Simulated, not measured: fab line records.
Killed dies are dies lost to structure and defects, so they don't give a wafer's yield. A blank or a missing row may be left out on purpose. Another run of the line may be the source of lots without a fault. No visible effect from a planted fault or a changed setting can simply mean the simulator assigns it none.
fab line records	flow sky130
record: lots: 6	wafers: 18	lastDay: 50
route steps=708 shown RES_XHIGH@339 SD_N@342 SD_P@359 PAD_OPEN@708
lots with no fault: from the same line, run without faults
startH: start of the lot's first displayed wafer, in hours after the record's first day	waitH: hours since the lot's step before	" as in the row above	L1.1+2: one row covering several wafers at once	- no value, or no start was given	* or withheld: withheld	< > ~ a bound
route shown NAME@n: names a module that has steps shown in the file, with the first one's number in the route	usual: average and standard deviation across the fault-free wafers	same: alike in all rows	chamber/n: place in a boat	sites: each site's reading	_std_site: standard deviation of those values	_edge_site: mean of outer sites minus mean of inner sites	radiusMm: how far each site lies from the wafer's centre	mask NAME#n: copy n	behind: the most recent tool/chamber to have shaped the wafer	hold: the reason the lot was held/the length of the hold in hours/how it ended	device: names the non-switching transistor (n, p or np)	end of line: the same wafers' tests at the end of the route	a step with no rows: only its recipe	killed: count of dies lost to structure and defects at first sort (not the wafer's yield)	map: per-die view of a wafer (x killed, . not killed, _ where there is no die)
set.NAME: the setting that was run; set.NAME@STEP: the one run at that earlier step	model.NAME: the simulator's own value behind a step, which no gauge read
certain route steps with their lots: each step a table, each wafer a row
services: a tool's chamber out of use, with start hour (startH, from the record's first day; less than 0 if before it), hours out, and reason
== steps ==
step: SKY_RES_XHIGH_IMPLANT_07
recipe: species: BF2	energyKev: 20	doseCm2: 3.6e+14	tiltDeg: 0
step: SKY_RES_XHIGH_STRIP_08
recipe: chemistry: O2/N2	powerW: 1400	pressureMtorr: 1500	platenTempC: withheld	o2FlowSccm: 3000	n2FlowSccm: 300	overashFraction: 0.5
usual: drypumpMotorCurrentA: 5.98/0.29	oesProductAu: 0.711/0.005	stripTimeToEndpointS: 14.28/0.037
lot.wafer	tool	chamber	startH	waitH	drypumpMotorCurrentA	oesProductAu	rfHoursCounterH	stripTimeToEndpointS
L788.1	plasmaAsher-01	0	731.64	0.1	5.82	0.716	104	14.34
L788.2	"	1	"	"	5.46	0.714	104	14.32
L788.3	"	1	"	"	5.48	0.713	-	14.30
L789.2	plasmaAsher-02	0	736.59	0.1	6.02	0.716	94	14.30
L789.4	"	0	"	"	6.04	0.702	-	14.31
L789.5	"	1	"	"	6.35	0.720	-	14.29
L793.1	plasmaAsher-04	0	762.75	0.1	6.21	0.717	34	14.27
L793.2	"	1	"	"	6.11	0.712	34	14.20
L793.6	"	0	"	"	6.25	0.700	-	14.30
L794.1	plasmaAsher-04	0	773.30	0.1	6.18	0.706	35	14.34
L794.2	"	1	"	"	6.11	0.711	35	14.31
L794.5	"	1	"	"	6.10	0.714	-	14.36
L796.2	plasmaAsher-02	0	792.40	0.1	6.06	0.707	100	14.33
L796.3	"	0	"	"	6.03	0.720	-	14.32
L796.5	"	0	"	"	6.00	0.713	-	14.31
L798.1	plasmaAsher-01	1	813.89	0.1	5.45	0.708	6	14.31
L798.2	"	0	"	"	5.84	0.713	6	14.29
L798.6	"	0	"	"	5.79	0.707	-	14.32
step: SKY_RES_XHIGH_TW_MEAS_09
usual: RES_XHIGH_TW: 1634/11
lot.wafer	tool	chamber	startH	waitH	RES_XHIGH_TW
L788.1	filmMetro-01	-	731.74	0.1	1627
L788.2	"	-	"	"	1626
L788.3	"	-	"	"	1621
L789.2	filmMetro-02	-	736.70	0.1	1615
L789.4	"	-	"	"	1613
L789.5	"	-	"	"	1624
L793.1	filmMetro-01	-	762.85	0.1	1639
L793.2	"	-	"	"	1634
L793.6	"	-	"	"	1643
L794.1	filmMetro-02	-	773.40	0.1	1606
L794.2	"	-	"	"	1616
L794.5	"	-	"	"	1616
L796.2	filmMetro-03	-	792.51	0.1	1638
L796.3	"	-	"	"	1627
L796.5	"	-	"	"	1632
L798.1	filmMetro-01	-	813.99	0.1	1629
L798.2	"	-	"	"	1633
L798.6	"	-	"	"	1637
step: SKY_SD_N_DEHYDRATE_00
recipe: tempC: 200	timeS: 60
step: SKY_SD_N_HMDS_01
recipe: primeTimeS: 60	primeTempC: 120
step: SKY_SD_N_COAT_02
recipe: resist: NOVOLAK	spinRpm: 3000	resistThkNm: 1140
step: SKY_SD_N_SOFTBAKE_03
recipe: tempC: 90	timeS: 60	resist: NOVOLAK
step: SKY_SD_N_EXPOSE_04
recipe: maskId: NSDM	na: 0.6	sourceShape: conventional	sigmaOuter: 0.6	polarization: unpolarized	targetCdNm: 380	doseMj: 141
step: SKY_SD_N_PEB_05
recipe: tempC: withheld	timeS: *	resist: NOVOLAK
step: SKY_SD_N_DEVELOP_06
recipe: resist: NOVOLAK	developer: TMAH	developTimeS: 60	devTempC: 23
step: SKY_SD_N_CD_MEAS_07
recipe: targetCdNm: 380
usual: cdNm: 380.2/2.1
lot.wafer	tool	chamber	startH	waitH	cdNm
L788.1	cdSem-02	-	759.08	0.1	382.0
L788.2	"	-	"	"	384.2
L788.3	"	-	"	"	382.9
L789.2	cdSem-01	-	762.92	0.1	377.3
L789.4	"	-	"	"	379.6
L789.5	"	-	"	"	379.1
L793.1	cdSem-02	-	789.19	0.1	383.9
L793.2	"	-	"	"	383.9
L793.6	"	-	"	"	381.9
L794.1	cdSem-02	-	799.94	0.1	382.6
L794.2	"	-	"	"	380.7
L794.5	"	-	"	"	382.1
L796.2	cdSem-01	-	818.16	0.1	379.0
L796.3	"	-	"	"	381.4
L796.5	"	-	"	"	379.4
L798.1	cdSem-02	-	840.25	0.1	379.3
L798.2	"	-	"	"	382.2
L798.6	"	-	"	"	381.8
step: SKY_SD_N_OVL_MEAS_08
usual: SD_N_OVL: 0.9/1.1
lot.wafer	tool	chamber	startH	waitH	SD_N_OVL[nm]
L788.1	overlay-02	-	759.20	0.1	2.9
L788.2	"	-	"	"	-0.1
L788.3	"	-	"	"	0.6
L789.2	overlay-02	-	763.03	0.1	-1.2
L789.4	"	-	"	"	0.9
L789.5	"	-	"	"	1.2
L793.1	overlay-01	-	789.31	0.1	1.4
L793.2	"	-	"	"	2.6
L793.6	"	-	"	"	1.6
L794.1	overlay-02	-	800.06	0.1	0.8
L794.2	"	-	"	"	1.2
L794.5	"	-	"	"	1.8
L796.2	overlay-02	-	818.27	0.1	0.5
L796.3	"	-	"	"	0.6
L796.5	"	-	"	"	0.2
L798.1	overlay-01	-	840.37	0.1	1.8
L798.2	"	-	"	"	0.5
L798.6	"	-	"	"	0.1
step: SKY_SD_N_IMPLANT_09
recipe: species: As	energyKev: 50	doseCm2: 4e+15	tiltDeg: 0
usual: beamEnergyKeV: 50.000/0.017
lot.wafer	tool	chamber	startH	waitH	beamEnergyKeV	model.implant.rpNm	model.implant.drpNm
L788.1	implanter-02	0	759.24	0.0	50.011	32.62	14.11
L788.2	"	0	"	"	49.973	32.62	14.11
L788.3	"	0	"	"	49.991	32.62	14.11
L789.2	implanter-01	0	763.08	0.0	49.987	32	14.11
L789.4	"	0	"	"	49.972	32	14.11
L789.5	"	0	"	"	49.996	32	14.11
L793.1	implanter-01	0	789.35	0.0	52.309	33.64	14.6
L793.2	"	0	"	"	52.298	33.64	14.6
L793.6	"	0	"	"	52.314	33.64	14.6
L794.1	implanter-01	0	800.10	0.0	52.312	33.23	14.6
L794.2	"	0	"	"	52.334	33.23	14.6
L794.5	"	0	"	"	52.304	33.23	14.6
L796.2	implanter-04	0	818.32	0.0	49.986	32.86	14.11
L796.3	"	0	"	"	49.962	32.86	14.11
L796.5	"	0	"	"	49.985	32.86	14.11
L798.1	implanter-04	0	840.41	0.0	50.009	33.22	14.11
L798.2	"	0	"	"	50.010	33.22	14.11
L798.6	"	0	"	"	50.029	33.22	14.11
step: SKY_SD_N_IMPLANT_10
recipe: species: P	energyKev: 20	doseCm2: 1e+14	tiltDeg: 0
step: SKY_SD_N_STRIP_11
recipe: chemistry: O2/N2	powerW: 1400	pressureMtorr: 1500	platenTempC: withheld	o2FlowSccm: 3000	n2FlowSccm: 300	overashFraction: 0.5
usual: drypumpMotorCurrentA: 6.13/0.19	oesProductAu: 0.528/0.0046	stripTimeToEndpointS: 22.56/0.043
lot.wafer	tool	chamber	startH	waitH	drypumpMotorCurrentA	oesProductAu	rfHoursCounterH	stripTimeToEndpointS
L788.1	plasmaAsher-03	1	759.54	0.1	6.20	0.526	61	22.61
L788.2	"	0	"	"	5.70	0.527	61	22.58
L788.3	"	0	"	"	5.69	0.537	-	22.63
L789.2	plasmaAsher-02	1	763.36	0.1	6.30	0.522	97	22.56
L789.4	"	1	"	"	6.34	0.522	-	22.55
L789.5	"	0	"	"	6.08	0.528	-	22.54
L793.1	plasmaAsher-04	1	789.65	0.1	6.10	0.523	37	22.97
L793.2	"	0	"	"	6.22	0.525	37	22.93
L793.6	"	1	"	"	6.10	0.528	-	22.95
L794.1	plasmaAsher-02	1	800.40	0.1	6.32	0.514	101	22.94
L794.2	"	0	"	"	6.04	0.527	101	23.01
L794.5	"	0	"	"	6.07	0.528	-	22.96
L796.2	plasmaAsher-03	1	818.60	0.1	6.17	0.518	67	22.59
L796.3	"	0	"	"	5.70	0.533	-	22.57
L796.5	"	0	"	"	5.70	0.522	-	22.59
L798.1	plasmaAsher-02	0	840.71	0.1	6.06	0.525	106	22.58
L798.2	"	1	"	"	6.36	0.537	106	22.56
L798.6	"	0	"	"	6.07	0.531	-	22.49
step: SKY_SD_N_TW_MEAS_12
usual: SD_N_TW: 3966/25
lot.wafer	tool	chamber	startH	waitH	SD_N_TW
L788.1	filmMetro-03	-	759.64	0.1	3982
L788.2	"	-	"	"	3977
L788.3	"	-	"	"	3987
L789.2	filmMetro-01	-	763.47	0.1	3975
L789.4	"	-	"	"	3962
L789.5	"	-	"	"	3982
L793.1	filmMetro-02	-	789.75	0.1	3964
L793.2	"	-	"	"	3987
L793.6	"	-	"	"	3972
L794.1	filmMetro-01	-	800.50	0.1	4029
L794.2	"	-	"	"	4028
L794.5	"	-	"	"	4027
L796.2	filmMetro-01	-	818.71	0.1	3977
L796.3	"	-	"	"	3985
L796.5	"	-	"	"	3971
L798.1	filmMetro-02	-	840.81	0.1	3970
L798.2	"	-	"	"	3950
L798.6	"	-	"	"	3973
step: SKY_SD_N_CLEAN_13
recipe: chemistry: SC1/SC2	mix: 1:4:20	tempC: 70	timeS: 150	dry: n2Spin
step: SKY_SD_N_RTA_14
recipe: tempC: 1075	timeS: 2	idleTempC: 650	rampUpCPerS: 150	rampDownCPerS: 90	ambient: N2
usual: lampPowerPct: 15.74/0.053	wafer_temp_C_max: 1078.0/1.3
lot.wafer	tool	chamber	startH	waitH	lampPowerPct	wafer_temp_C_max
L788.1	rtpAnneal-02	0	759.75	0.0	15.73	1078.3
L788.2	"	0	"	"	15.76	1076.4
L788.3	"	0	"	"	15.85	1077.5
L789.2	rtpAnneal-01	0	763.58	0.0	15.71	1078.3
L789.4	"	0	"	"	15.70	1078.4
L789.5	"	0	"	"	15.70	1077.7
L793.1	rtpAnneal-01	0	789.86	0.0	15.66	1077.1
L793.2	"	0	"	"	15.76	1077.0
L793.6	"	0	"	"	15.73	1078.3
L794.1	rtpAnneal-02	0	800.61	0.0	15.72	1077.4
L794.2	"	0	"	"	15.80	1079.0
L794.5	"	0	"	"	15.74	1077.4
L796.2	rtpAnneal-02	0	818.82	0.0	15.85	1077.7
L796.3	"	0	"	"	15.65	1077.8
L796.5	"	0	"	"	15.77	1077.1
L798.1	rtpAnneal-02	0	840.92	0.0	15.75	1078.2
L798.2	"	0	"	"	15.77	1077.0
L798.6	"	0	"	"	15.75	1077.9
step: SKY_SD_N_RS_MEAS_16
recipe: thkMeasGauge: four-point-probe
usual: SD_N_RS: 68.47/0.1
lot.wafer	tool	chamber	startH	waitH	SD_N_RS[ohm/sq]
L788.1	filmMetro-01	-	759.92	0.1	68.43
L788.2	"	-	"	"	68.46
L788.3	"	-	"	"	68.48
L789.2	filmMetro-03	-	763.76	0.1	68.63
L789.4	"	-	"	"	68.58
L789.5	"	-	"	"	68.65
L793.1	filmMetro-02	-	790.03	0.1	66.67
L793.2	"	-	"	"	66.85
L793.6	"	-	"	"	66.88
L794.1	filmMetro-02	-	800.78	0.1	66.97
L794.2	"	-	"	"	66.90
L794.5	"	-	"	"	66.86
L796.2	filmMetro-02	-	819.00	0.1	68.62
L796.3	"	-	"	"	68.38
L796.5	"	-	"	"	68.48
L798.1	filmMetro-01	-	841.10	0.1	68.46
L798.2	"	-	"	"	68.50
L798.6	"	-	"	"	68.48
step: SKY_SD_N_RS_MEAS_17
recipe: thkMeasGauge: four-point-probe
usual: SD_P_RS: 147.0/0.33
lot.wafer	tool	chamber	startH	waitH	SD_P_RS[ohm/sq]
L788.1	filmMetro-01	-	760.04	0.1	146.5
L788.2	"	-	"	"	147.0
L788.3	"	-	"	"	147.0
L789.2	filmMetro-03	-	763.88	0.1	147.3
L789.4	"	-	"	"	147.3
L789.5	"	-	"	"	147.8
L793.1	filmMetro-02	-	790.15	0.1	146.9
L793.2	"	-	"	"	147.0
L793.6	"	-	"	"	147.2
L794.1	filmMetro-02	-	800.90	0.1	147.6
L794.2	"	-	"	"	147.4
L794.5	"	-	"	"	147.2
L796.2	filmMetro-02	-	819.12	0.1	147.5
L796.3	"	-	"	"	146.8
L796.5	"	-	"	"	147.4
L798.1	filmMetro-01	-	841.22	0.1	147.0
L798.2	"	-	"	"	146.8
L798.6	"	-	"	"	146.6
step: SKY_PAD_OPEN_PROBE_99
usual: killed_at_M0_to_M3: 43/6.8	killed_at_M4_up: 3.3/2.1	killedAtContacts: 24/5	killedAtFrontEnd: 15/4.4	killedAtOther: 0.3/0.57	killedDies: 86/9.7	killedOpen: 47/7.3	killedShort: 39/6.1
same: grossDies: 492	killedAtBackSide: 0
lot.wafer	tool	chamber	startH	waitH	killed_at_M0_to_M3	killed_at_M4_up	killedAtContacts	killedAtFrontEnd	killedAtOther	killedDies	killedOpen	killedShort	model.etest.resNdiff.rsOhmSq	model.etest.resNdiffHv.rsOhmSq
L788.1	prober-01	-	1154.75	0.1	44	2	30	13	0	89	48	41	118.9	112.8
L788.2	prober-01	-	1154.80	0.1	29	4	12	16	1	62	33	29	120	113.8
L788.3	prober-01	-	1154.85	0.2	44	6	29	14	0	93	47	45	118.1	112.7
L789.2	prober-02	-	1157.37	0.1	46	3	29	20	0	98	51	45	120.6	114.2
L789.4	prober-02	-	1157.47	0.2	38	5	34	16	0	93	55	37	120.8	114.6
L789.5	prober-02	-	1157.52	0.2	39	1	29	13	0	82	46	36	121.4	114.4
L793.1	prober-02	-	1176.86	0.1	39	2	21	10	0	72	37	33	116.7	111.5
L793.2	prober-02	-	1176.91	0.1	43	2	21	10	0	76	40	34	117.1	111.7
L793.6	prober-02	-	1177.11	0.2	40	6	27	9	0	82	51	31	117.9	111.5
L794.1	prober-02	-	1185.24	0.1	56	4	24	18	0	102	49	53	118.6	112.4
L794.2	prober-02	-	1185.29	0.1	47	3	24	9	0	83	46	37	117.6	112.5
L794.5	prober-02	-	1185.44	0.2	44	3	44	16	0	107	55	48	118.1	111.4
L796.2	prober-01	-	1195.20	0.1	53	4	26	20	0	103	59	44	119.5	113
L796.3	prober-01	-	1195.25	0.2	49	4	16	17	0	86	41	44	119.8	112.3
L796.5	prober-01	-	1195.35	0.2	51	3	19	25	0	98	54	42	119.2	113.5
L798.1	prober-01	-	1206.46	0.1	42	2	19	22	0	85	41	43	117	111.7
L798.2	prober-01	-	1206.51	0.1	43	1	31	17	0	92	47	43	118	111.4
L798.6	prober-01	-	1206.71	0.2	38	0	26	21	1	86	47	38	117.4	111.9
killed by level:class
L788.1 CONTACT:geometricParticle:open=9 VIA2:geometricParticle:open=8 VIA3:geometricParticle:open=7 VIA1:geometricParticle:open=6 LI_CONTACT:geometricParticle:open=6 LOCAL_INTERCONNECT:geometricParticle:short=6 CONTACT:geometricParticle:short=6 METAL1:geometricParticle:short=5
L788.2 VIA1:geometricParticle:open=8 CONTACT:geometricParticle:open=6 FIELD_ISO:geometricParticle:short=5 VIA2:geometricParticle:open=4 METAL2:geometricParticle:short=4 SPACER:geometricParticle:short=3 LI_CONTACT:geometricParticle:open=3 METAL4:geometricParticle:open=3
L788.3 VIA2:geometricParticle:open=12 CONTACT:geometricParticle:open=9 POLY_GATE:geometricParticle:short=8 CONTACT:geometricParticle:short=7 VIA1:geometricParticle:open=6 LI_CONTACT:geometricParticle:open=5 VIA1:geometricParticle:short=5 METAL2:geometricParticle:short=5
L789.2 CONTACT:geometricParticle:open=11 VIA1:geometricParticle:short=10 VIA1:geometricParticle:open=8 LI_CONTACT:geometricParticle:open=8 VIA2:geometricParticle:open=7 FIELD_ISO:geometricParticle:open=6 CONTACT:geometricParticle:short=5 FIELD_ISO:geometricParticle:short=4
L789.4 LI_CONTACT:geometricParticle:open=11 VIA1:geometricParticle:open=11 CONTACT:geometricParticle:open=10 VIA1:geometricParticle:short=6 VIA3:geometricParticle:open=6 POLY_GATE:geometricParticle:open=5 METAL2:geometricParticle:short=5 VIA2:geometricParticle:open=5
L789.5 VIA1:geometricParticle:open=12 CONTACT:geometricParticle:short=8 LI_CONTACT:geometricParticle:open=6 CONTACT:geometricParticle:open=6 VIA1:geometricParticle:short=6 FIELD_ISO:geometricParticle:short=4 LOCAL_INTERCONNECT:geometricParticle:open=4 VIA2:geometricParticle:open=4
L793.1 VIA1:geometricParticle:open=8 CONTACT:geometricParticle:open=6 METAL2:geometricParticle:short=6 VIA2:geometricParticle:open=6 VIA3:geometricParticle:open=6 CONTACT:geometricParticle:short=5 FIELD_ISO:geometricParticle:open=4 LI_CONTACT:geometricParticle:open=4
L793.2 CONTACT:geometricParticle:open=13 VIA1:geometricParticle:open=8 VIA2:geometricParticle:open=6 METAL3:geometricParticle:short=6 VIA3:geometricParticle:open=6 METAL1:geometricParticle:short=5 FIELD_ISO:geometricParticle:short=4 CONTACT:geometricParticle:short=3
L793.6 VIA1:geometricParticle:open=14 LI_CONTACT:geometricParticle:open=12 CONTACT:geometricParticle:short=6 CONTACT:geometricParticle:open=5 VIA3:geometricParticle:open=5 VIA1:geometricParticle:short=4 FIELD_ISO:geometricParticle:open=4 METAL1:geometricParticle:short=4
L794.1 VIA1:geometricParticle:open=11 LI_CONTACT:geometricParticle:open=9 VIA1:geometricParticle:short=9 POLY_GATE:geometricParticle:short=7 CONTACT:geometricParticle:open=7 METAL1:geometricParticle:short=7 METAL2:geometricParticle:short=6 POLY_GATE:geometricParticle:open=6
L794.2 CONTACT:geometricParticle:open=14 VIA1:geometricParticle:open=10 METAL1:geometricParticle:short=7 VIA2:geometricParticle:open=7 VIA1:geometricParticle:short=5 CONTACT:geometricParticle:short=4 POLY_GATE:geometricParticle:short=3 LI_CONTACT:geometricParticle:open=3
L794.5 CONTACT:geometricParticle:open=14 VIA1:geometricParticle:open=12 LI_CONTACT:geometricParticle:open=10 LOCAL_INTERCONNECT:geometricParticle:short=8 CONTACT:geometricParticle:short=8 VIA2:geometricParticle:open=6 POLY_GATE:geometricParticle:short=5 VIA1:geometricParticle:short=5
L796.2 VIA1:geometricParticle:open=12 VIA2:geometricParticle:open=12 LI_CONTACT:geometricParticle:open=9 CONTACT:geometricParticle:open=9 VIA1:geometricParticle:short=8 VIA3:geometricParticle:open=6 FIELD_ISO:geometricParticle:open=5 FIELD_ISO:geometricParticle:short=5
L796.3 CONTACT:geometricParticle:open=10 VIA1:geometricParticle:open=8 VIA3:geometricParticle:open=8 POLY_GATE:geometricParticle:short=6 METAL1:geometricParticle:short=6 VIA1:geometricParticle:short=6 VIA2:geometricParticle:open=5 METAL2:geometricParticle:short=4
L796.5 VIA1:geometricParticle:short=11 VIA1:geometricParticle:open=11 CONTACT:geometricParticle:open=10 POLY_GATE:geometricParticle:open=8 VIA3:geometricParticle:open=6 FIELD_ISO:geometricParticle:open=5 POLY_GATE:geometricParticle:short=5 VIA3:geometricParticle:short=4
L798.1 VIA3:geometricParticle:open=9 CONTACT:geometricParticle:open=9 METAL1:geometricParticle:short=9 FIELD_ISO:geometricParticle:short=8 VIA1:geometricParticle:open=6 VIA2:geometricParticle:open=6 POLY_GATE:geometricParticle:short=5 POLY_GATE:geometricParticle:open=5
L798.2 CONTACT:geometricParticle:open=13 CONTACT:geometricParticle:short=9 VIA1:geometricParticle:open=8 FIELD_ISO:geometricParticle:short=7 VIA3:geometricParticle:short=6 LI_CONTACT:geometricParticle:open=6 VIA2:geometricParticle:open=6 METAL1:geometricParticle:short=5
L798.6 LI_CONTACT:geometricParticle:open=9 VIA1:geometricParticle:open=9 CONTACT:geometricParticle:open=7 VIA2:geometricParticle:short=6 VIA3:geometricParticle:open=5 METAL1:geometricParticle:short=5 POLY_GATE:geometricParticle:open=4 LOCAL_INTERCONNECT:geometricParticle:short=4
== services ==
tool	chamber	startH	hours	kind
plasmaAsher-04	-	724.47	0.4	repair
plasmaAsher-01	-	733.75	9.0	pm
plasmaAsher-01	0	733.75	9.0	ventCycle
plasmaAsher-01	1	733.75	9.0	ventCycle
implanter-04	-	736.65	1.2	repair
plasmaAsher-01	0	742.75	-	clean
plasmaAsher-01	1	742.75	-	clean
plasmaAsher-04	-	743.99	3.5	repair
plasmaAsher-01	-	774.43	13.9	repair
implanter-04	-	794.92	5.3	repair
implanter-02	-	796.87	4.9	pm
plasmaAsher-04	-	801.75	8.8	repair
rtpAnneal-01	-	808.87	1.0	pm
== key ==
firstSign: step: SKY_SD_N_IMPLANT_09	reading: beamEnergyKeV	direction: up	sigmas: 99+	usual: *	struck: *
effect: step: SKY_SD_N_STRIP_11	reading: stripTimeToEndpointS	direction: up	sigmas: 9.4	usual: *	struck: *
effect: step: SKY_SD_N_RS_MEAS_16	reading: SD_N_RS	direction: down	sigmas: 16	usual: 68.47	struck: 66.86
modelEffect: step: SKY_SD_N_IMPLANT_09	value: implant.rpNm	without: 32.21	struck: 33.43
modelEffect: step: SKY_PAD_OPEN_PROBE_99	value: etest.resNdiff.rsOhmSq	without: 120.1	struck: 117.7
metAt SKY_SD_N_IMPLANT_09
struckWafers L793.1,L793.2,L793.6,L794.1,L794.2,L794.5
testerLeftOut L793,L794
onsetBetween 763.08 789.35
fault: kind: processParameterDrift	tool: implanter-01	chamber: -	onsetH: 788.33	steps: SKY_SD_N_IMPLANT_09	channel: energyKev	offset: *	shape: step	endH: 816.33	actsIn: *	stated: *
testerLeftOut: of these lots the tester's yield and bins aren't shown, on N5 and GAA mostly nor the transistor test; their killed dies are dies lost to structure and defects alone, not to doping, threshold or leakage, so they don't give the yield
